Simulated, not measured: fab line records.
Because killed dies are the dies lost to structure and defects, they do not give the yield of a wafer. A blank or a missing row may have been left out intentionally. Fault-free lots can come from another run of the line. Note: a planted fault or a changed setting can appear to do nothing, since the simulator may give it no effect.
Problem report in the 8D (eight disciplines) form, filled by code	flow gf180mcu	the parts of the form that need people (team, actions taken, sign-off) are left out

== 1. WHAT IS WRONG ==
Mean of cd_nm at GF_V4_CD_MEAS_14: 269.8 nm across 6 wafers in 2 lots; on wafers with no fault it is 260.2 nm (standard deviation 1.2). Measured from the usual mean, that is +8.0 standard deviations.
The step: target cd 260 nm.
Earliest sighting: wafer L160.1 on cd_sem-01 at day 28 05:31. The record has a number at this step for 36 wafers belonging to 12 lots. By rule, "out" or "out of limits" means more than 4 standard deviations away from the usual mean. All remaining wafers that have a number are taken as sound.

== 2. WHAT THIS IS AND IS NOT ==
question	is	is not
which readings at this step	cd_nm	-
which lots	L160, L161	L150, L151, L152, L154, L155, L164, L166, L167, L172, L173
which wafers of those lots	all that have a number	-
read on which gauges	cd_sem-01	cd_sem-02
when	from day 28 05:31	up to then (15 sound wafers); but 15 sound wafers of L164, L166, L167, L172, L173 came after

== 3. THE SUSPECTS, EACH WITH WHAT RULES IT OUT ==
Counting: any tool at a process step up to the reading is kept as a suspect provided that every lot that is out went through it and no sound lot did after the first of them.
- the gauge at GF_V4_CD_MEAS_14: ruled out. All the wafers that are out were read on cd_sem-01, but those of them that GF_V4_PEB_12 has rows for are out there too, on other tools.
- litho_track-02 at GF_V4_PEB_12 (peb time 91.4 s): kept. It ran every lot that is out, first L160 (day 28 05:10), and no sound lot after that. Its own heater_power_total_W, plate_sensor_t_centre_C, plate_sensor_t_edge_C readings are out on those wafers.
The count leaves litho_track-02 at GF_V4_PEB_12.

== 4. THE CAUSE (what the simulator had put in) ==
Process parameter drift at GF_V4_PEB_12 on litho_track-02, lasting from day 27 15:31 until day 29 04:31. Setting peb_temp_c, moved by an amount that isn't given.
The count eliminated every tool but this one.

== 5. SEQUENCE OF EFFECTS, ordered by route ==
Each row: a reading whose mean over the struck wafers that have a number lies more than 3 standard deviations from the usual. Only readings whose record carries a usual standard deviation are examined. hours: median over the lots of the time between each lot's start at the first step of this table that gives one and its start at this step. sigmas: the change, counted in usual standard deviations.
hours	step	reading	usual	on struck wafers	change	sigmas
0	GF_V4_PEB_12	heater_power_total_W	85.58 W	89.53	+3.95	+41
0	GF_V4_PEB_12	plate_sensor_t_centre_C	136.13 C	140.94	+4.81	+99 or more
0	GF_V4_PEB_12	plate_sensor_t_edge_C	136.29 C	141.11	+4.82	+99 or more
0	GF_V4_CD_MEAS_14	cd_nm	260.2 nm	269.8	+9.6	+8.0
Process steps it contains:
- GF_V4_PEB_12: peb time 91.4 s.
At these later measuring or inspecting steps, every struck wafer for which the step has a row has a number for every such reading, and none has moved that far: GF_V4_OVL_MEAS_15.

== 6. HOW IT WOULD HAVE BEEN CAUGHT EARLIER ==
Counted from the fault's start at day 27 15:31, it took 14 hours until the first out-of-limits reading at a measuring or inspecting step in this record, taken at day 28 05:31.
Tool's own readings at GF_V4_PEB_12, heater_power_total_W, plate_sensor_t_centre_C, plate_sensor_t_edge_C: out on all struck wafers the step has rows for; an alarm limit on them would have tripped on the first.
Among the 2 lots that are out, L161 began GF_V4_PEB_12 on litho_track-02 after day 28 05:31. Putting the tool on hold at that point would have spared it.
